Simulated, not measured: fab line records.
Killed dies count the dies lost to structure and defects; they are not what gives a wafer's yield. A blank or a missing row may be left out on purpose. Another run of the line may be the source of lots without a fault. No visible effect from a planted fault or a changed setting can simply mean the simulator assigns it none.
Tool commonality check :: flow gf180mcu :: Sampled: 13 lots, 39 wafers

## WHY THIS WAS OPENED
Flagged at GF_PSD_CD_MEAS_07: reading cd-nm, on 2 of 13 lots. No-fault wafers: 400.4 nm, standard deviation 2.3.
Rule: a lot gets a flag if all its wafers with a number sit over 4 standard deviations from that mean, or if no wafer of it has a number. The other lots count as sound.

lot: L601
measured: day 14 10:44
on: cd-sem-02
cd-nm (nm), wafer by wafer: 403.3 401.7 402.4
flag: 

lot: L602
measured: day 14 15:30
on: cd-sem-02
cd-nm (nm), wafer by wafer: 397.4 398.3 397.4
flag: 

lot: L603
measured: day 14 20:47
on: cd-sem-01
cd-nm (nm), wafer by wafer: 399.8 402.0 403.2
flag: 

lot: L604
measured: day 15 02:58
on: cd-sem-01
cd-nm (nm), wafer by wafer: 397.4 397.0 398.1
flag: 

lot: L605
measured: day 15 14:07
on: cd-sem-01
cd-nm (nm), wafer by wafer: 402.5 403.1 403.0
flag: 

lot: L606
measured: day 15 22:23
on: cd-sem-01
cd-nm (nm), wafer by wafer: 396.4 398.3 399.1
flag: 

lot: L608
measured: day 16 16:41
on: cd-sem-01
cd-nm (nm), wafer by wafer: 403.1 404.1 403.2
flag: 

lot: L613
measured: day 18 04:47
on: cd-sem-01
cd-nm (nm), wafer by wafer: 373.8 375.4 377.5
flag: FLAGGED

lot: L614
measured: day 18 21:23
on: cd-sem-01
cd-nm (nm), wafer by wafer: 379.2 380.3 378.2
flag: FLAGGED

lot: L618
measured: day 20 05:10
on: cd-sem-01
cd-nm (nm), wafer by wafer: 401.2 401.1 403.2
flag: 

lot: L619
measured: day 20 11:26
on: cd-sem-01
cd-nm (nm), wafer by wafer: 402.1 400.3 401.8
flag: 

lot: L620
measured: day 20 23:01
on: cd-sem-01
cd-nm (nm), wafer by wafer: 400.8 401.4 400.5
flag: 

lot: L624
measured: day 22 05:47
on: cd-sem-02
cd-nm (nm), wafer by wafer: 399.2 399.7 398.2
flag: 
The numbers of the flagged lots are 377.4 nm on average: -23.0 nm against the usual, or -10 standard deviations.

## WHICH TOOL EACH LOT WENT THROUGH
The record holds 1 process step before the reading, out of a route of 602 steps. Read each cell as the tool, then ch plus the chambers that the sampled wafers visited, then the start.
lot: L601
flag: 
GF_PSD_EXPOSE_04: iline-stepper-01 ch 0, day 14 00:11

lot: L602
flag: 
GF_PSD_EXPOSE_04: iline-stepper-02 ch 0, day 14 05:02

lot: L603
flag: 
GF_PSD_EXPOSE_04: iline-stepper-02 ch 0, day 14 10:34

lot: L604
flag: 
GF_PSD_EXPOSE_04: iline-stepper-01 ch 0, day 14 17:06

lot: L605
flag: 
GF_PSD_EXPOSE_04: iline-stepper-01 ch 0, day 15 03:14

lot: L606
flag: 
GF_PSD_EXPOSE_04: iline-stepper-02 ch 0, day 15 12:21

lot: L608
flag: 
GF_PSD_EXPOSE_04: iline-stepper-02 ch 0, day 16 05:41

lot: L613
flag: FLAGGED
GF_PSD_EXPOSE_04: iline-stepper-02 ch 0, day 17 17:38

lot: L614
flag: FLAGGED
GF_PSD_EXPOSE_04: iline-stepper-02 ch 0, day 18 09:05

lot: L618
flag: 
GF_PSD_EXPOSE_04: iline-stepper-01 ch 0, day 19 17:34

lot: L619
flag: 
GF_PSD_EXPOSE_04: iline-stepper-01 ch 0, day 20 00:02

lot: L620
flag: 
GF_PSD_EXPOSE_04: iline-stepper-01 ch 0, day 20 11:19

lot: L624
flag: 
GF_PSD_EXPOSE_04: iline-stepper-01 ch 0, day 21 18:05
What is done by these steps:
- GF_PSD_EXPOSE_04: exposes mask Pplus, target cd 400 nm.
- GF_PSD_CD_MEAS_07: target cd 400 nm.

## FLAGGED OVER TOTAL, TOOL BY TOOL (the gauges that took the reading come last)
step: GF_PSD_EXPOSE_04
tool: iline-stepper-01
lots run: 7
flagged: 0
share of the flagged lots: none
sound lots run after its first flagged lot: -

step: GF_PSD_EXPOSE_04
tool: iline-stepper-02
lots run: 6
flagged: 2
share of the flagged lots: all
sound lots run after its first flagged lot: 0

step: GF_PSD_CD_MEAS_07
tool: cd-sem-01
lots run: 10
flagged: 2
share of the flagged lots: all
sound lots run after its first flagged lot: 3 (L618,L619,L620)

step: GF_PSD_CD_MEAS_07
tool: cd-sem-02
lots run: 3
flagged: 0
share of the flagged lots: none
sound lots run after its first flagged lot: -

## THE TABLE: WHAT IT ALLOWS
Rows of the table that ran all the flagged lots, 2 in number: iline-stepper-02 at GF_PSD_EXPOSE_04; cd-sem-01 at GF_PSD_CD_MEAS_07.
- iline-stepper-02 at GF_PSD_EXPOSE_04: 2 of its 6 lots flagged. Last sound lot L608 at day 16 05:41, first flagged lot L613 at day 17 17:38; a fault beginning in between fits. Its own readings (exposure-dose-mJ-cm2) fall more than 4 standard deviations out on all wafers of the flagged lots.
- cd-sem-01 at GF_PSD_CD_MEAS_07: 2 of its 10 lots flagged. Sound lots ran on it after the first flagged one (L618, L619, L620), which a lasting fault on the whole tool wouldn't allow.
Just one tool remains: iline-stepper-02 at GF_PSD_EXPOSE_04.

## WHAT THE SIMULATOR HAD INSERTED
Process parameter drift: iline-stepper-02, from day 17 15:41 on, at GF_PSD_EXPOSE_04. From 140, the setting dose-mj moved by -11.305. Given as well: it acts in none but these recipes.
Struck lots among those shown: L613, L614. The rule given above showed the same thing.
